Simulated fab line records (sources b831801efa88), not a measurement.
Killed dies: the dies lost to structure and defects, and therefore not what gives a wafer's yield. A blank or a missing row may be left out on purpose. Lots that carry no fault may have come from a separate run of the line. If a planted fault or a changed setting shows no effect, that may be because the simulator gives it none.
The same fault as seen by 2 desks    flow sky130    numbers are kept per desk, each desk with only its own; the story behind them comes last

## FROM THE METROLOGY DESK
Lot by lot, what the gauges showed, no matter which tool ran the lot: averages of those sampled wafers that carry a number. A lot is out of limits, marked OUT, if its mean lies more than 4 standard deviations from the usual mean; the brackets give that distance.
Columns: A = SONOS_ONO_CVD_04_THK at SKY_SONOS_ONO_THK_MEAS_05, usual 5.70 nm; B = SONOS_ONO_OVL at SKY_SONOS_ONO_OVL_MEAS_14, usual -0.3 nm; C = GATE_OXIDE_OXIDATION_00_THK at SKY_GATE_OXIDE_THK_MEAS_02, usual 10.35 nm
lot   first seen here  A                B     C
L312  day 11 12:43     5.65             0.4   10.69
L314  day 12 15:32     5.65             -0.6  10.24
L315  day 12 21:14     5.68             -0.9  10.27
L316  day 13 02:47     5.45             -0.4  10.50
L320  day 14 13:12     5.79             -0.0  10.53
L321  day 14 18:56     5.73             -0.1  10.69
L322  day 15 05:05     5.77             -0.5  10.25
L323  day 15 05:05     5.70             -1.8  10.27
L324  day 15 16:29     5.77             -0.1  10.23
L325  day 16 00:22     5.73             -1.0  10.12
L326  day 16 09:42     6.61 (+8.3) OUT  -0.2  10.75
L327  day 17 03:41     6.74 (+9.5) OUT  -0.6  10.23
This desk's result: L326, L327 out of limits, first on L326 (SONOS_ONO_CVD_04_THK at SKY_SONOS_ONO_THK_MEAS_05), day 16 09:42. L312, L314, L315, L316, L320, L321, L322, L323, L324, L325: within limits.

## THE TOOL OWNER'S DESK: lpcvd-03
The tool's own readings at SKY_SONOS_ONO_CVD_04 (deposits SiO2 from SiH4/N2O, target thk 5.7199 nm): means of the sampled wafers that have a number, for each lot that ran on this tool. A lot is out of limits, marked OUT, if its mean lies more than 4 standard deviations from the usual mean; the brackets give that distance.
Columns: A = spikeTcUpperC at SKY_SONOS_ONO_CVD_04, usual 900.7 C
lot   first seen here  A
L312  day 11 11:27     901.3
L314  day 12 14:17     899.0
L315  day 12 19:59     901.0
L316  day 13 01:32     900.5
L320  day 14 10:22     901.5
L321  day 14 16:07     899.8
L322  day 15 03:11     902.0
L323  day 15 03:11     902.1
L324  day 15 15:14     898.5
L325  day 15 23:07     900.4
L326  day 16 08:26     901.3
L327  day 17 02:25     899.2
Finding of this desk: none of the 12 lots has anything out of limits.

## TAKEN TOGETHER
At day 16 09:42 the metrology desk could have sounded an alarm, on L326, L327.
The desk of the tool owner found nothing out of limits.
Tool owner's desk: L326, L327 on record, inside its limits.
On lpcvd-03, each named lot ran SKY_SONOS_ONO_CVD_04.

## WHAT HAD BEEN PUT IN BY THE SIMULATOR
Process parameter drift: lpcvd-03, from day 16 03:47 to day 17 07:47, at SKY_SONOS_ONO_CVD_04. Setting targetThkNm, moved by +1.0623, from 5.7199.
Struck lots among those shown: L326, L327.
Hours from the fault's start to each desk's first reading out of limits: the metrology desk, 6.
